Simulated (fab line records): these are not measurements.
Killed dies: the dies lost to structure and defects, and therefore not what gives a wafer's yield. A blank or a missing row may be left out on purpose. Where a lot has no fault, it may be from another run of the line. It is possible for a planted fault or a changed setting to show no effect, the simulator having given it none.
Chamber matching | flow gf180mcu | 3 sister chambers for GF_PASSIVATION_CVD_00 on pecvd-02
The step deposits SiO2 from TEOS, target thk 1000 nm, time 111.95 s. 24 wafers are shown with their chamber, then 12 later ones without.

## WAFERS, EACH WITH ITS CHAMBER
wafer  | chamber | heater_power_w (W)
L078.1 | 0       | 577
L078.2 | 1       | 826
L078.3 | 2       | 585
L078.4 | 1       | 644
L078.5 | 2       | 625
L078.6 | 0       | 629
L079.1 | 1       | 673
L079.2 | 2       | 616
L079.5 | 0       | 699
L080.1 | 2       | 538
L080.2 | 0       | 644
L080.3 | 1       | 766
L080.4 | 0       | 691
L080.5 | 1       | 796
L080.6 | 2       | 593
L083.2 | 0       | 546
L083.3 | 2       | 626
L083.6 | 0       | 599
L085.2 | 1       | 772
L085.3 | 0       | 614
L085.5 | 2       | 627
L089.1 | 1       | 701
L089.5 | 2       | 592
L089.6 | 0       | 624

SIGNATURES (means of the wafers above)
reading        | chamber 0 | chamber 1 | chamber 2 | scatter within a chamber
heater_power_w | 624.78    | 739.71    | 600.25    | 50.5
Rule: a wafer's distance from a chamber is the root of the sum, over the readings, of the square of ((its reading less the chamber's mean) divided by the reading's scatter). If the next closest chamber is less than 2 further off than the closest, the wafer can't be placed; otherwise it belongs to the closest. How the scatter is found: for the shown wafers, subtract from each reading the mean of its chamber, square and add these, divide the total by (wafers less chambers), then take the root.

## WAFERS WITHOUT THEIR CHAMBER
wafer  | heater_power_w (W)
L090.1 | 694
L090.4 | 767
L090.5 | 609
L091.4 | 598
L091.5 | 627
L091.6 | 636
L096.1 | 580
L096.2 | 659
L096.5 | 684
L097.2 | 640
L097.3 | 637
L097.5 | 511

## EACH ONE'S CHAMBER
wafer  | from the rows above          | in truth
L090.1 | can't be placed: 1 or 0 or 2 | 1
L090.4 | 1                            | 1
L090.5 | can't be placed: 2 or 0      | 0
L091.4 | can't be placed: 2 or 0      | 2
L091.5 | can't be placed: 0 or 2      | 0
L091.6 | can't be placed: 0 or 2 or 1 | 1
L096.1 | can't be placed: 2 or 0      | 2
L096.2 | can't be placed: 0 or 2 or 1 | 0
L096.5 | can't be placed: 1 or 0 or 2 | 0
L097.2 | can't be placed: 0 or 2 or 1 | 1
L097.3 | can't be placed: 0 or 2 or 1 | 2
L097.5 | can't be placed: 2 or 0      | 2
Correctly placed: 1 of 12. Not placeable from these rows: 11 (in 11, the candidates include the true chamber). Wrongly placed: 0.
